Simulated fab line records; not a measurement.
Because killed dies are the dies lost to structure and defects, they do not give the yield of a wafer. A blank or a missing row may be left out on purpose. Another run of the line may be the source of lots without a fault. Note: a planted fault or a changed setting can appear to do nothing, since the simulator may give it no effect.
Matching of chambers    flow gf180mcu    cmp-01 running GF_V3_CMP_26: 4 sister chambers
The step polishes, stops on SiO2, t overpolish 15 s, target thk 0 nm. 8 wafers are shown with their chamber, then 11 later ones without.

## WAFERS, EACH WITH ITS CHAMBER
wafer   chamber  motor-current-A (A)  time-to-endpoint-s (s)
L088.2  2        9.9                  80
L088.6  2        10.0                 80
L089.5  0        11.4                 72
L089.6  3        8.2                  80
L092.2  1        13.8                 78
L092.4  3        8.6                  84
L092.5  0        10.6                 76
L095.1  1        13.5                 80

## WAFERS MISSING THEIR CHAMBER
wafer   motor-current-A (A)  time-to-endpoint-s (s)
L095.3  10.9                 77
L095.6  13.4                 82
L096.1  14.1                 74
L096.5  10.9                 75
L096.6  8.3                  79
L097.2  8.1                  84
L097.4  11.0                 81
L097.6  8.5                  84
L097.1  9.4                  87
L097.3  14.0                 80
L097.5  11.4                 77

## WHICH CHAMBER EACH ONE RAN IN
wafer   from the rows above      in truth
L095.3  can't be placed: 0 or 2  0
L095.6  1                        1
L096.1  1                        1
L096.5  0                        0
L096.6  3                        3
L097.2  3                        3
L097.4  can't be placed: 2 or 0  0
L097.6  3                        3
L097.1  can't be placed: 2 or 3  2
L097.3  1                        1
L097.5  0                        0
Placed correctly: 8 of 11. Can't be placed from these rows: 3 (the true chamber is among the candidates in 3). Wrongly placed: 0.
How it was worked out, from the rows above alone: a wafer's distance from a chamber is the root of the sum, over the readings, of the square of ((its reading less the chamber's mean) divided by the reading's scatter). The wafer belongs to the nearest chamber; if the next one is less than 2 further off, it can't be placed. A chamber's mean is the mean of its shown wafers. The scatter is the square root of a quotient: the sum, over the shown wafers, of each reading's squared deviation from its chamber's mean, divided by wafers minus chambers.
